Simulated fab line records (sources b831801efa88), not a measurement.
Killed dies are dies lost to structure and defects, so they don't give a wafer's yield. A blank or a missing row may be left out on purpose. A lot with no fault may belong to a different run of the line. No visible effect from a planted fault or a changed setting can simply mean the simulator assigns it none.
fab line records	flow gf180mcu
record lots=11	wafers=33	lastDay=34
route steps=602 shown POLY_GATE@169 HV_LDD@226 PSD@256
lots with no fault: from the same line, run without faults
startH: start of the lot's first displayed wafer, in hours after the record's first day	waitH: hours elapsed since this lot's preceding step	" as in the row above	L1.1+2: several wafers, shown together as one row	- value missing, or start not given	* or withheld: withheld	< > ~ a bound
route shown NAME@n: a module of which the file shows steps, and the number in the route of the first	usual: mean/standard deviation taken from wafers without a fault	same: alike in all rows	chamber/n: place in a boat	sites: per-site readings	_std_site: the values' standard deviation	_edge_site: outer sites' mean less inner sites'	radiusMm: how far each site lies from the wafer's centre	mask NAME#n: copy n	behind: the tool/chamber that last shaped the wafer	hold: cause of the lot's hold/its duration in hours/its outcome	device: the n, p or np transistor that did not switch	end of line: tests run on the same wafers once the route is complete	step lacking rows: just its recipe	killed: count of dies lost to structure and defects at first sort (not the wafer's yield)	map: dies across one wafer; x = killed, . = not, _ = none there
set.NAME: the setting as run; set.NAME@STEP: as run at that earlier step	model.NAME: the simulator's own value behind a step, which no gauge read
steps of the route over a sample of lots; a table a step, a row a wafer
services: when a tool's chamber went out of use (startH, in hours from the record's first day, below 0 if earlier), for how many hours, and the reason
## steps
# step GF_POLY_GATE_ETCH_12
# recipe chemistry=N2/H2	targetDepthA=withheld	overetchA=withheld	timeS=withheld	target=BARC	ionEnergyEv=200	sourceW=500	biasW=100	pressureMtorr=30	n2FlowSccm=100	h2FlowSccm=200
# usual drypumpMotorCurrentA=5.6/0.56	oesProductAu=0.736/0.0047	rfFwdPowerW=495.1/2.4	throttleValvePct=13.215/0.009
lot.wafer	tool	chamber	startH	waitH	drypumpMotorCurrentA	oesProductAu	rfFwdPowerW	throttleValvePct
L182.3	rieDiel-03	0	199.06	0.0	5.3	0.738	493.8	13.215
L182.4	"	1	"	"	5.4	0.738	492.7	13.226
L182.6	"	3	"	"	5.6	0.740	492.4	13.219
L183.2	rieDiel-02	3	203.68	0.0	5.4	0.727	495.2	13.222
L183.4	"	2	"	"	5.0	0.734	496.3	13.219
L183.5	"	1	"	"	5.1	0.739	496.5	13.225
L184.4	rieDiel-04	0	212.98	0.0	5.0	0.735	495.4	13.208
L184.5	"	2	"	"	6.1	0.728	497.0	13.202
L184.6	"	1	"	"	6.6	0.728	490.4	13.211
L188.2	rieDiel-03	0	240.73	0.0	5.2	0.733	493.6	13.216
L188.4	"	2	"	"	6.3	0.729	495.9	13.218
L188.5	"	0	"	"	5.3	0.734	495.3	13.214
L190.1	rieDiel-03	2	252.88	0.0	6.2	0.743	495.5	13.218
L190.2	"	0	"	"	5.3	0.739	494.1	13.216
L190.6	"	2	"	"	6.3	0.734	498.5	13.206
L191.2	rieDiel-03	2	261.71	0.0	6.3	0.739	493.8	13.214
L191.3	"	1	"	"	5.5	0.732	490.9	13.215
L191.5	"	3	"	"	5.6	0.737	494.2	13.217
L194.3	rieDiel-02	0	280.63	0.0	6.3	0.740	494.9	13.204
L194.5	"	3	"	"	5.3	0.735	494.3	13.217
L194.6	"	0	"	"	6.3	0.738	494.9	13.220
L195.1	rieDiel-02	2	286.67	0.0	5.0	0.737	496.0	13.209
L195.3	"	3	"	"	5.4	0.737	493.1	13.208
L195.5	"	3	"	"	5.4	0.736	492.6	13.225
L202.2	rieDiel-04	1	341.31	0.0	6.6	0.736	493.0	13.193
L202.4	"	2	"	"	6.1	0.735	495.4	13.193
L202.5	"	2	"	"	6.1	0.739	494.8	13.209
L203.1	rieDiel-04	3	348.68	0.0	6.4	0.737	495.1	13.209
L203.3	"	1	"	"	6.6	0.726	491.3	13.207
L203.5	"	3	"	"	6.5	0.734	496.5	13.200
L204.2	rieDiel-03	3	357.87	0.0	5.6	0.732	494.0	13.203
L204.3	"	2	"	"	6.2	0.740	491.8	13.224
L204.5	"	2	"	"	6.3	0.737	494.8	13.210
# step GF_HV_LDD_TW_MEAS_50
# usual HV_LDD_4_TW=565/5.4
lot.wafer	tool	chamber	startH	waitH	HV_LDD_4_TW
L182.3	filmMetro-04	-	275.92	0.1	570
L182.4	"	-	"	"	569
L182.6	"	-	"	"	569
L183.2	filmMetro-02	-	280.98	0.1	559
L183.4	"	-	"	"	561
L183.5	"	-	"	"	559
L184.4	filmMetro-02	-	289.11	0.1	562
L184.5	"	-	"	"	563
L184.6	"	-	"	"	562
L188.2	filmMetro-04	-	321.23	0.1	575
L188.4	"	-	"	"	576
L188.5	"	-	"	"	573
L190.1	filmMetro-02	-	337.33	0.1	566
L190.2	"	-	"	"	562
L190.6	"	-	"	"	561
L191.2	filmMetro-02	-	346.36	0.1	565
L191.3	"	-	"	"	562
L191.5	"	-	"	"	561
L194.3	filmMetro-02	-	367.45	0.1	557
L194.5	"	-	"	"	560
L194.6	"	-	"	"	560
L195.1	filmMetro-01	-	378.03	0.1	565
L195.3	"	-	"	"	564
L195.5	"	-	"	"	562
L202.2	filmMetro-02	-	436.21	0.1	560
L202.4	"	-	"	"	559
L202.5	"	-	"	"	558
L203.1	filmMetro-04	-	446.12	0.1	572
L203.3	"	-	"	"	569
L203.5	"	-	"	"	570
L204.2	filmMetro-04	-	457.23	0.1	574
L204.3	"	-	"	"	574
L204.5	"	-	"	"	576
# step GF_PSD_OVL_MEAS_08
# usual PSD_OVL=-0.2/1.2
lot.wafer	tool	chamber	startH	waitH	PSD_OVL[nm]
L182.3	overlay-01	-	317.98	0.1	-0.2
L182.4	"	-	"	"	-0.4
L182.6	"	-	"	"	-0.1
L183.2	overlay-02	-	323.98	0.1	-0.3
L183.4	"	-	"	"	1.2
L183.5	"	-	"	"	-0.2
L184.4	overlay-02	-	333.99	0.1	0.1
L184.5	"	-	"	"	0.5
L184.6	"	-	"	"	0.7
L188.2	overlay-02	-	368.85	0.1	-0.2
L188.4	"	-	"	"	1.4
L188.5	"	-	"	"	-0.3
L190.1	overlay-01	-	383.77	0.1	-0.9
L190.2	"	-	"	"	-0.2
L190.6	"	-	"	"	-1.3
L191.2	overlay-02	-	393.80	0.1	0.7
L191.3	"	-	"	"	2.2
L191.5	"	-	"	"	0.0
L194.3	overlay-02	-	417.38	0.1	-1.8
L194.5	"	-	"	"	0.4
L194.6	"	-	"	"	-1.7
L195.1	overlay-01	-	428.24	0.1	0.7
L195.3	"	-	"	"	0.3
L195.5	"	-	"	"	2.4
L202.2	overlay-02	-	488.39	0.1	-2.3
L202.4	"	-	"	"	0.1
L202.5	"	-	"	"	-0.6
L203.1	overlay-02	-	496.67	0.1	-0.3
L203.3	"	-	"	"	-0.5
L203.5	"	-	"	"	0.2
L204.2	overlay-01	-	508.57	0.1	0.1
L204.3	"	-	"	"	-1.1
L204.5	"	-	"	"	0.3
# step GF_PSD_IMPLANT_09
# recipe species=BF2	energyKev=40	doseCm2=1.5e+15	tiltDeg=7
# usual beamEnergyKeV=39.998/0.012	tiltDeg=6.997/0.02
lot.wafer	tool	chamber	startH	waitH	beamEnergyKeV	tiltDeg
L182.3	implanter-01	0	318.05	0.1	39.997	6.990
L182.4	"	0	"	"	40.005	6.997
L182.6	"	0	"	"	40.012	6.994
L183.2	implanter-02	0	324.03	0.0	39.977	7.005
L183.4	"	0	"	"	39.982	6.999
L183.5	"	0	"	"	39.990	6.981
L184.4	implanter-01	0	334.08	0.1	40.007	7.008
L184.5	"	0	"	"	39.998	6.999
L184.6	"	0	"	"	40.017	7.027
L188.2	implanter-02	0	368.90	0.0	39.979	7.012
L188.4	"	0	"	"	40.002	7.011
L188.5	"	0	"	"	39.995	7.011
L190.1	implanter-02	0	383.80	0.0	40.009	7.010
L190.2	"	0	"	"	39.999	6.980
L190.6	"	0	"	"	39.984	7.051
L191.2	implanter-02	0	393.85	0.0	39.987	7.019
L191.3	"	0	"	"	39.998	7.022
L191.5	"	0	"	"	39.983	7.006
L194.3	implanter-02	0	417.45	0.1	29.766	6.978
L194.5	"	0	"	"	29.758	6.978
L194.6	"	0	"	"	29.752	6.977
L195.1	implanter-02	0	428.28	0.0	29.770	6.989
L195.3	"	0	"	"	29.773	7.015
L195.5	"	0	"	"	29.772	6.990
L202.2	implanter-01	0	488.45	0.0	39.996	7.036
L202.4	"	0	"	"	39.990	6.997
L202.5	"	0	"	"	39.996	7.001
L203.1	implanter-01	0	496.70	0.0	40.006	7.011
L203.3	"	0	"	"	39.988	7.007
L203.5	"	0	"	"	39.975	7.038
L204.2	implanter-03	0	508.63	0.0	40.006	7.000
L204.3	"	0	"	"	39.984	6.998
L204.5	"	0	"	"	39.991	7.031
# step GF_PSD_STRIP_10
# recipe chemistry=O2/N2	powerW=1400	pressureMtorr=1500	platenTempC=250	o2FlowSccm=3000	n2FlowSccm=300	overashFraction=0.5
# usual drypumpMotorCurrentA=5.97/0.26	heaterPowerW=350/26	oesProductAu=0.591/0.0049	stripTimeToEndpointS=16.53/0.032
lot.wafer	tool	chamber	startH	waitH	drypumpMotorCurrentA	heaterPowerW	oesProductAu	rfHoursCounterH	stripTimeToEndpointS
L182.3	plasmaAsher-03	0	318.19	0.1	5.72	358	0.593	-	16.54
L182.4	"	1	"	"	6.23	351	0.592	-	16.51
L182.6	"	0	"	"	5.72	357	0.602	-	16.50
L183.2	plasmaAsher-03	1	324.16	0.1	6.24	367	0.600	48	16.54
L183.4	"	1	"	"	6.25	350	0.598	-	16.49
L183.5	"	1	"	"	6.24	347	0.585	-	16.52
L184.4	plasmaAsher-01	1	334.19	0.1	6.28	358	0.591	-	16.55
L184.5	"	0	"	"	5.99	372	0.594	-	16.50
L184.6	"	1	"	"	6.29	367	0.591	-	16.55
L188.2	plasmaAsher-03	1	369.03	0.1	6.25	356	0.585	49	16.52
L188.4	"	1	"	"	6.25	354	0.602	-	16.52
L188.5	"	0	"	"	5.75	350	0.589	-	16.51
L190.1	plasmaAsher-03	1	383.95	0.1	6.29	357	0.595	51	16.53
L190.2	"	0	"	"	5.72	367	0.584	51	16.50
L190.6	"	0	"	"	5.72	359	0.598	-	16.54
L191.2	plasmaAsher-01	0	393.98	0.1	5.97	372	0.594	77	16.51
L191.3	"	1	"	"	6.31	367	0.582	-	16.49
L191.5	"	0	"	"	6.00	357	0.599	-	16.54
L194.3	plasmaAsher-02	0	417.59	0.1	6.13	295	0.613	-	15.58
L194.5	"	1	"	"	5.62	380	0.615	-	15.57
L194.6	"	0	"	"	6.15	303	0.614	-	15.62
L195.1	plasmaAsher-03	1	428.43	0.1	6.26	354	0.605	55	15.58
L195.3	"	1	"	"	6.23	343	0.619	-	15.59
L195.5	"	0	"	"	5.71	362	0.625	-	15.60
L202.2	plasmaAsher-02	0	488.57	0.1	6.12	305	0.593	90	16.51
L202.4	"	1	"	"	5.63	375	0.589	-	16.51
L202.5	"	1	"	"	5.63	367	0.593	-	16.53
L203.1	plasmaAsher-02	1	496.85	0.1	5.64	378	0.586	91	16.58
L203.3	"	0	"	"	6.15	305	0.590	-	16.57
L203.5	"	0	"	"	6.14	303	0.593	-	16.57
L204.2	plasmaAsher-03	0	508.75	0.1	5.73	363	0.588	65	16.54
L204.3	"	1	"	"	6.28	344	0.601	-	16.60
L204.5	"	1	"	"	6.30	340	0.590	-	16.53
# step GF_PSD_TW_MEAS_11
# usual PSD_TW=3169/18
lot.wafer	tool	chamber	startH	waitH	PSD_TW
L182.3	filmMetro-04	-	318.27	0.1	3181
L182.4	"	-	"	"	3194
L182.6	"	-	"	"	3195
L183.2	filmMetro-04	-	324.27	0.1	3194
L183.4	"	-	"	"	3204
L183.5	"	-	"	"	3197
L184.4	filmMetro-03	-	334.29	0.1	3185
L184.5	"	-	"	"	3181
L184.6	"	-	"	"	3199
L188.2	filmMetro-04	-	369.14	0.1	3166
L188.4	"	-	"	"	3179
L188.5	"	-	"	"	3178
L190.1	filmMetro-01	-	384.05	0.1	3160
L190.2	"	-	"	"	3157
L190.6	"	-	"	"	3153
L191.2	filmMetro-01	-	394.09	0.1	3156
L191.3	"	-	"	"	3148
L191.5	"	-	"	"	3136
L194.3	filmMetro-04	-	417.67	0.1	2946
L194.5	"	-	"	"	2946
L194.6	"	-	"	"	2942
L195.1	filmMetro-03	-	428.53	0.1	2913
L195.3	"	-	"	"	2927
L195.5	"	-	"	"	2908
L202.2	filmMetro-03	-	488.68	0.1	3140
L202.4	"	-	"	"	3147
L202.5	"	-	"	"	3178
L203.1	filmMetro-04	-	496.95	0.1	3172
L203.3	"	-	"	"	3180
L203.5	"	-	"	"	3196
L204.2	filmMetro-03	-	508.86	0.1	3175
L204.3	"	-	"	"	3176
L204.5	"	-	"	"	3164
# step GF_PSD_RS_MEAS_15
# recipe thkMeasGauge=four-point-probe
# usual PSD_RS=108.7/0.34
lot.wafer	tool	chamber	startH	waitH	PSD_RS[ohm/sq]
L182.3	filmMetro-03	-	318.61	0.1	108.8
L182.4	"	-	"	"	108.7
L182.6	"	-	"	"	108.9
L183.2	filmMetro-03	-	324.64	0.1	108.9
L183.4	"	-	"	"	108.9
L183.5	"	-	"	"	108.7
L184.4	filmMetro-03	-	334.63	0.1	108.5
L184.5	"	-	"	"	108.8
L184.6	"	-	"	"	108.5
L188.2	filmMetro-03	-	369.46	0.1	108.8
L188.4	"	-	"	"	108.8
L188.5	"	-	"	"	108.7
L190.1	filmMetro-03	-	384.37	0.1	108.2
L190.2	"	-	"	"	108.3
L190.6	"	-	"	"	108.5
L191.2	filmMetro-01	-	394.41	0.1	108.7
L191.3	"	-	"	"	108.7
L191.5	"	-	"	"	108.5
L194.3	filmMetro-01	-	418.01	0.1	124.2
L194.5	"	-	"	"	124.3
L194.6	"	-	"	"	124.3
L195.1	filmMetro-04	-	428.84	0.1	124.6
L195.3	"	-	"	"	124.5
L195.5	"	-	"	"	124.3
L202.2	filmMetro-03	-	489.01	0.1	109.6
L202.4	"	-	"	"	109.2
L202.5	"	-	"	"	109.4
L203.1	filmMetro-03	-	497.27	0.1	109.1
L203.3	"	-	"	"	109.1
L203.5	"	-	"	"	109.0
L204.2	filmMetro-01	-	509.19	0.1	108.2
L204.3	"	-	"	"	107.8
L204.5	"	-	"	"	108.2
## services
tool	chamber	startH	hours	kind
implanter-02	-	193.38	0.8	repair
rieDiel-04	1	195.72	11.1	repair
rieDiel-03	-	214.26	1.4	repair
implanter-01	-	217.38	3.4	repair
rieDiel-02	1	255.79	2.4	repair
implanter-01	-	257.25	2.3	repair
implanter-01	-	273.99	9.5	repair
rieDiel-02	-	281.17	1.2	repair
plasmaAsher-02	-	283.25	3.1	repair
rieDiel-04	1	305.51	5.2	repair
rieDiel-02	0	320.11	7.3	repair
implanter-01	-	338.29	4.0	repair
plasmaAsher-03	-	339.17	28.1	pm
rieDiel-04	2	348.50	3.7	repair
implanter-01	-	362.51	3.2	pm
implanter-02	-	405.89	5.8	repair
implanter-01	-	422.93	1.7	repair
implanter-02	-	430.30	7.6	repair
rieDiel-03	0	434.27	5.7	repair
implanter-01	-	440.37	13.0	pm
rieDiel-03	0	469.22	3.8	repair
plasmaAsher-03	-	473.05	0.8	repair
implanter-02	-	473.56	75.9	pm
implanter-01	-	474.91	2.6	repair
## key
firstSign step=GF_PSD_IMPLANT_09	reading=beamEnergyKeV	direction=down	sigmas=99+	usual=39.998	struck=29.765
effect step=GF_PSD_STRIP_10	reading=stripTimeToEndpointS	direction=down	sigmas=29	usual=*	struck=*
effect step=GF_PSD_TW_MEAS_11	reading=PSD_TW	direction=down	sigmas=13	usual=3169	struck=2930
effect step=GF_PSD_RS_MEAS_15	reading=PSD_RS	direction=up	sigmas=46	usual=108.7	struck=124.4
metAt GF_PSD_IMPLANT_09
struckLots L194,L195
testerLeftOut L194,L195
notActingAt GF_POLY_GATE_ETCH_12,GF_HV_LDD_TW_MEAS_50,GF_PSD_OVL_MEAS_08
onsetBetween 393.85 417.45
fault kind=processParameterDrift	tool=implanter-02	chamber=-	onsetH=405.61	steps=GF_PSD_IMPLANT_09	channel=energyKev	offset=-10.234	shape=step	endH=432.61	actsIn=theseRecipesOnly	stated=40
# testerLeftOut: of these lots the tester's yield and bins aren't shown, on N5 and GAA mostly nor the transistor test; their killed dies are dies lost to structure and defects alone, not to doping, threshold or leakage, so they don't give the yield
